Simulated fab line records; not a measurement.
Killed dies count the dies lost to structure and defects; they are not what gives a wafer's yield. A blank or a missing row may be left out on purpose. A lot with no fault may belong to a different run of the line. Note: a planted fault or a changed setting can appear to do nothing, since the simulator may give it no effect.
2 desks looking at one fault | flow gf180mcu | every desk sees just its own numbers, and what lay behind them comes last

## THE METROLOGY DESK
What the gauges read, lot by lot, whatever tool the lot ran on: means of the sampled wafers that have a number. The brackets show how far a lot's mean lies from the usual mean; more than 4 standard deviations puts the lot out of limits, marked OUT.
Columns: A = cd-nm at GF_NSD_CD_MEAS_07, usual 400.0 nm; B = PSD_OVL at GF_PSD_OVL_MEAS_08, usual 0.1 nm; C = V1_BOW at GF_V1_BOW_MEAS_05, usual 81 um; D = M3_ALCU_THK at GF_M3_THK_MEAS_06, usual 455 nm
lot  | first seen here | A                | B    | C  | D
L455 | day 13 09:14    | 400.6            | 0.8  | 79 | 459
L456 | day 13 20:30    | 397.7            | 1.7  | 74 | 462
L458 | day 14 08:55    | 401.3            | -2.1 | 89 | 457
L459 | day 14 19:04    | 400.8            | -0.8 | 81 | 459
L460 | day 14 22:53    | 400.1            | -0.5 | 77 | 455
L461 | day 15 03:30    | 399.6            | 1.2  | 83 | 437
L462 | day 15 11:59    | 395.8            | 0.7  | 75 | 446
L463 | day 16 01:16    | 397.8            | 1.7  | 84 | 450
L465 | day 16 18:08    | 398.8            | 1.6  | 84 | 457
L466 | day 16 22:41    | 398.4            | -0.6 | 85 | 457
L472 | day 19 02:46    | 372.6 (-11) OUT  | -0.7 | 78 | 459
L473 | day 19 10:29    | 374.3 (-9.9) OUT | 1.7  | 76 | 454
L474 | day 19 22:36    | 404.2            | -0.3 | 84 | 454
L477 | day 21 03:49    | 402.5            | 0.4  | 84 | 462
Finding of this desk: L472, L473 out of limits; the first was L472 at day 19 02:46, on cd-nm at GF_NSD_CD_MEAS_07. In limits: L455, L456, L458, L459, L460, L461, L462, L463, L465, L466, L474, L477.

## TOOL OWNER'S DESK, iline-stepper-01
The tool's own readings at GF_NSD_EXPOSE_04 (exposes mask Nplus, target cd 400 nm): means of the sampled wafers that have a number, for each lot that ran on this tool. The brackets show how far a lot's mean lies from the usual mean; more than 4 standard deviations puts the lot out of limits, marked OUT.
Columns: A = exposure-dose-mJ-cm2 at GF_NSD_EXPOSE_04, usual 139.96
lot  | first seen here | A
L456 | day 13 09:50    | 140.05
L459 | day 14 08:16    | 139.81
L461 | day 14 17:01    | 140.00
L462 | day 15 01:49    | 140.01
L463 | day 15 14:32    | 140.09
L472 | day 18 14:17    | 128.13 (-85) OUT
L473 | day 18 22:47    | 128.13 (-85) OUT
Finding of this desk: L472, L473 out of limits; the first was L472 at day 18 14:17, on exposure-dose-mJ-cm2 at GF_NSD_EXPOSE_04. In limits: L456, L459, L461, L462, L463.

## PUT TOGETHER
At day 18 14:17, on L472, L473, the tool owner's desk was in a position to raise an alarm.
At day 19 02:46 the metrology desk could have sounded an alarm, on L472, L473.
On iline-stepper-01, each named lot ran GF_NSD_EXPOSE_04.

## WHAT HAD BEEN PUT IN BY THE SIMULATOR
Drift in process parameters on iline-stepper-01 at GF_NSD_EXPOSE_04, starting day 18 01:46. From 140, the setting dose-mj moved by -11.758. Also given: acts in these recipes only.
Struck lots among those shown: L472, L473.
Hours from the fault's start to each desk's first reading out of limits: the tool owner's desk, 13; the metrology desk, 25.
